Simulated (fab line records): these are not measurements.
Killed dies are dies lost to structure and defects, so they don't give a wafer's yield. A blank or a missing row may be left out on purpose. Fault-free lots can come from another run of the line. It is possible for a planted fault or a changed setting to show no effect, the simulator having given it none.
One fault through the eyes of 2 desks / flow gf180mcu / numbers are kept per desk, each desk with only its own; the story behind them comes last

AT THE TOOL OWNER'S DESK: implanter-03
GF_NSD_IMPLANT_09, tool's own readings: per-lot mean of the sampled wafers with a number, covering each lot this tool ran. A lot is out of limits, marked OUT, if its mean lies more than 4 standard deviations from the usual mean; the brackets give that distance.
Columns: A = beamEnergyKeV at GF_NSD_IMPLANT_09, usual 60.003
lot=L850; first seen here=day 15 09:06; A=62.942 (+99 or more) OUT
lot=L854; first seen here=day 16 23:56; A=62.941 (+99 or more) OUT
lot=L862; first seen here=day 19 13:48; A=60.014
lot=L865; first seen here=day 20 10:34; A=59.996
lot=L866; first seen here=day 20 18:31; A=60.000
This desk's finding: out of limits on L850, L854; first on L850, day 15 09:06 (beamEnergyKeV at GF_NSD_IMPLANT_09). In limits: L862, L865, L866.

METROLOGY DESK
What the gauges read for every lot (on any tool): the sampled wafers with a number, averaged. A lot is out of limits, marked OUT, if its mean lies more than 4 standard deviations from the usual mean; the brackets give that distance.
Columns: A = HV_LDD_OVL at GF_HV_LDD_OVL_MEAS_08, usual -0.6 nm; B = HV_LDD_TW at GF_HV_LDD_TW_MEAS_11, usual 2408; C = cdNm at GF_HV_LDD_CD_MEAS_31, usual 400.7 nm; D = NSD_TW at GF_NSD_TW_MEAS_12, usual 4273; E = NSD_RS at GF_PSD_RS_MEAS_14, usual 46.19 ohm/sq
lot=L846; first seen here=day 10 11:41; A=0.9; B=2383; C=402.3; D=4260; E=46.38
lot=L850; first seen here=day 11 20:38; A=-1.2; B=2394; C=402.5; D=4305; E=45.28 (-11) OUT
lot=L852; first seen here=day 12 13:07; A=-0.4; B=2413; C=400.1; D=4256; E=46.22
lot=L854; first seen here=day 13 05:23; A=0.8; B=2428; C=399.3; D=4329; E=45.34 (-10) OUT
lot=L861; first seen here=day 15 04:35; A=-2.8; B=2423; C=401.5; D=4284; E=46.17
lot=L862; first seen here=day 15 12:54; A=-1.6; B=2426; C=399.2; D=4281; E=46.22
lot=L863; first seen here=day 15 21:19; A=0.3; B=2417; C=402.4; D=4274; E=46.23
lot=L864; first seen here=day 16 05:45; A=-0.2; B=2387; C=400.4; D=4265; E=46.20
lot=L865; first seen here=day 16 08:02; A=-2.8; B=2389; C=399.7; D=4256; E=46.17
lot=L866; first seen here=day 16 16:14; A=-1.9; B=2429; C=403.1; D=4263; E=46.19
lot=L867; first seen here=day 17 01:21; A=0.5; B=2414; C=397.6; D=4278; E=46.08
Finding of this desk: L850, L854 out of limits, first seen on L850 at day 16 07:53 (NSD_RS at GF_PSD_RS_MEAS_14). In limits: L846, L852, L861, L862, L863, L864, L865, L866, L867.

BROUGHT TOGETHER
On L850, L854, at day 15 09:06, an alarm was possible from the tool owner's desk.
L850, L854 would have let the metrology desk raise an alarm at day 16 07:53.
GF_NSD_IMPLANT_09 was run on implanter-03 by each of the lots named.

WHAT THE SIMULATOR PUT IN
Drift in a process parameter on implanter-03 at GF_NSD_IMPLANT_09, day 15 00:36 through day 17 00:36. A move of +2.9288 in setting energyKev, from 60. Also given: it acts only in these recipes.
Struck lots among those shown: L850, L854.
Counting hours from when the fault started, the first reading out of limits came at 8 for the tool owner's desk and at 31 for the metrology desk.
